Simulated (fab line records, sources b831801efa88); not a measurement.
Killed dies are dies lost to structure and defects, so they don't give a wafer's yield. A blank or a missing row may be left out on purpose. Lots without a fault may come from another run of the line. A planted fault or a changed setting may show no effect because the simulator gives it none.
One fault seen from 2 desks | flow gf180mcu | each desk has only its own numbers; what lay behind them comes last

THE METROLOGY DESK
What the gauges read, lot by lot, whatever tool the lot ran on: means of the sampled wafers that have a number. A lot is out of limits, marked OUT, if its mean lies more than 4 standard deviations from the usual mean; the brackets give that distance.
Columns: A = M1_ALCU_RS at GF_M1_RS_MEAS_05, usual 0.0694 ohm/sq; B = cd_nm at GF_M2_CD_MEAS_14, usual 279.7 nm; C = M2_OVL at GF_M2_OVL_MEAS_15, usual 2 nm
lot  | first seen here | A      | B               | C
L720 | day 15 23:07    | 0.0684 | 279.3           | -0
L722 | day 16 17:13    | 0.0691 | 279.2           | 11
L723 | day 17 13:20    | 0.0695 | 280.9           | 4
L725 | day 18 09:16    | 0.0690 | 280.0           | -2
L724 | day 18 10:29    | 0.0697 | 280.4           | 4
L727 | day 19 01:01    | 0.0697 | 278.6           | 6
L728 | day 19 23:17    | 0.0695 | 281.6           | 6
L734 | day 21 23:34    | 0.0698 | 193.4 (-78) OUT | 5
L737 | day 22 10:22    | 0.0698 | 278.0           | 8
L738 | day 22 21:40    | 0.0693 | 281.0           | 2
L739 | day 23 01:54    | 0.0703 | 278.8           | 3
L743 | day 24 19:39    | 0.0694 | 278.0           | -1
This desk's finding: out of limits on L734; first on L734, day 25 00:34 (cd_nm at GF_M2_CD_MEAS_14). In limits: L720, L722, L723, L725, L724, L727, L728, L737, L738, L739, L743.

THE TOOL OWNER'S DESK: krf_scanner-01
The tool's own readings at GF_M2_EXPOSE_11 (exposes mask Metal2, target cd 280 nm): means of the sampled wafers that have a number, for each lot that ran on this tool. A lot is out of limits, marked OUT, if its mean lies more than 4 standard deviations from the usual mean; the brackets give that distance.
Columns: A = exposure_dose_mJ_cm2 at GF_M2_EXPOSE_11, usual 27.967
lot  | first seen here | A
L722 | day 19 07:13    | 27.973
L725 | day 20 23:14    | 27.971
L724 | day 21 00:30    | 27.995
L734 | day 24 13:53    | 25.583 (-95) OUT
L743 | day 27 01:59    | 27.957
This desk's finding: out of limits on L734; first on L734, day 24 13:53 (exposure_dose_mJ_cm2 at GF_M2_EXPOSE_11). In limits: L722, L725, L724, L743.

PUT TOGETHER
The tool owner's desk could have raised an alarm at day 24 13:53, on L734.
The metrology desk could have raised an alarm at day 25 00:34, on L734.
Of the lots named, all ran GF_M2_EXPOSE_11 on krf_scanner-01.

WHAT THE SIMULATOR HAD PUT IN
Process parameter drift: krf_scanner-01, from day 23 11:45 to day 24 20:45, at GF_M2_EXPOSE_11. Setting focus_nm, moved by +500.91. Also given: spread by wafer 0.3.
Lots struck among those shown: L734.
Hours from the fault's start to each desk's first reading out of limits: the tool owner's desk, 26; the metrology desk, 37.
